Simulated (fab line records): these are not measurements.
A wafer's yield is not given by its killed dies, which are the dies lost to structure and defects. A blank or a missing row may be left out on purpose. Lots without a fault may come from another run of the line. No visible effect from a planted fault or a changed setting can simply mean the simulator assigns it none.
Problem report, 8D (eight disciplines) form, completed by code ; flow gf180mcu ; the parts of the form that need people (team, actions taken, sign-off) are left out

## 1. WHAT WENT WRONG
Wafers with no fault read 2.001 Pa with a standard deviation of 0.0039, whereas chamber pressure pa at GF_TOP_METAL_SPUTTER_00 reads a mean of 1.694 Pa on 1 wafer of 1 lot. Measured from the usual mean, that is -79 standard deviations.
The step: material Ti, target thk 37.5 nm, time 150 s.
First seen on wafer L562.6, day 31 18:24, on pvd sputter-01. The record holds 15 wafers of 5 lots with a number at this step. Rule for "out", or "out of limits": more than 4 standard deviations from the usual mean. All remaining wafers that have a number are taken as sound.

## 2. WHAT IT IS, AND WHAT IT ISN'T
question;is;is not
which readings at this step;chamber pressure pa;-
which lots;L562;L549, L553, L567, L568
which wafers of those lots;L562.6;L562.1, L562.4
read on which tools;pvd sputter-01;pvd sputter-02, pvd sputter-03
when;from day 31 18:24;"up to then (8 sound wafers); but 6 sound wafers of L567, L568 came after"

## 3. SUSPECTS, AND WHAT RULES EACH OUT
Counting: any tool at a process step up to the reading remains a suspect provided it ran every lot that is out. Sound lots after the first of them don't rule it out here, since some wafers of a struck lot are sound.
- rie diel-04 at GF_V5_ETCH_17 (etches SiO2 in C4F8/O2/Ar, stops on TiN, target depth 855 nm): kept. The lot that is out, L562, ran on it at day 31 17:42; the last sound lot it ran before that was L549, at day 28 11:47. GF_V5_ETCH_17: start missing for some lots; hours and lot order therefore follow GF_V5_SPUTTER_21.
- pvd sputter-02 at GF_V5_SPUTTER_21 (material Ti, target thk 15 nm, time 80.02 s): kept. The lot that is out, L562, ran on it at day 31 17:42; the last sound lot it ran before that was L553, at day 28 23:48.
- pvd sputter-02 at GF_V5_SPUTTER_22 (material TiN, target thk 10 nm, time 40 s): kept. The lot that is out, L562, ran on it at day 31 17:46; the last sound lot it ran before that was L553, at day 28 23:52.
- cvd w-02 at GF_V5_CVD_23 (deposits W, target thk 350 nm, time 104.9 s): kept. The lot that is out, L562, ran on it at day 31 17:48; the last sound lot it ran before that was L549, at day 28 11:53.
- pvd sputter-01 at GF_TOP_METAL_SPUTTER_00 (material Ti, target thk 37.5 nm, time 150 s): kept. The lot that is out, L562, ran on it at day 31 18:24; the last sound lot it ran before that was L549, at day 28 12:29. Its own readings are out on those wafers: chamber pressure pa.
- Within cvd w-02 at GF_V5_CVD_23: the wafers that are out ran in chamber 0; their sound lot-mates ran in chamber 1.
Left after counting: rie diel-04 at GF_V5_ETCH_17, pvd sputter-02 at GF_V5_SPUTTER_21, pvd sputter-02 at GF_V5_SPUTTER_22, cvd w-02 at GF_V5_CVD_23, pvd sputter-01 at GF_TOP_METAL_SPUTTER_00.

## 4. THE CAUSE (what the simulator had put in)
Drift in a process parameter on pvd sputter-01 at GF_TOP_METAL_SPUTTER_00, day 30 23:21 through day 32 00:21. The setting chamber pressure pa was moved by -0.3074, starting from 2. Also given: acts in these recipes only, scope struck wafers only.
5 suspects survive the count, and this tool is in that group.

## 5. SEQUENCE OF EFFECTS, ordered by route
Each row: a reading where the mean over the struck wafers with a number is more than 3 standard deviations away from the usual. Readings are gone through only where the record gives a usual standard deviation; hours: the median, over the lots, of the time from a lot's start at the first step in this table giving one to that lot's start at this step; sigmas: the change measured in usual standard deviations.
hours;step;reading;usual;on struck wafers;change;sigmas
0;GF_TOP_METAL_SPUTTER_00;chamber pressure pa;2.001 Pa;1.694;-0.307;-79
0;GF_TOP_METAL_SPUTTER_00;throttle valve pct;30.1 %;32.6;+2.5;+3.5
Its process steps:
- GF_TOP_METAL_SPUTTER_00: material Ti, target thk 37.5 nm, time 150 s.

## 6. HOW IT WOULD HAVE BEEN CAUGHT EARLIER
In this record the first reading out of limits was taken at day 31 18:24, 19 hours after the fault began at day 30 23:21.
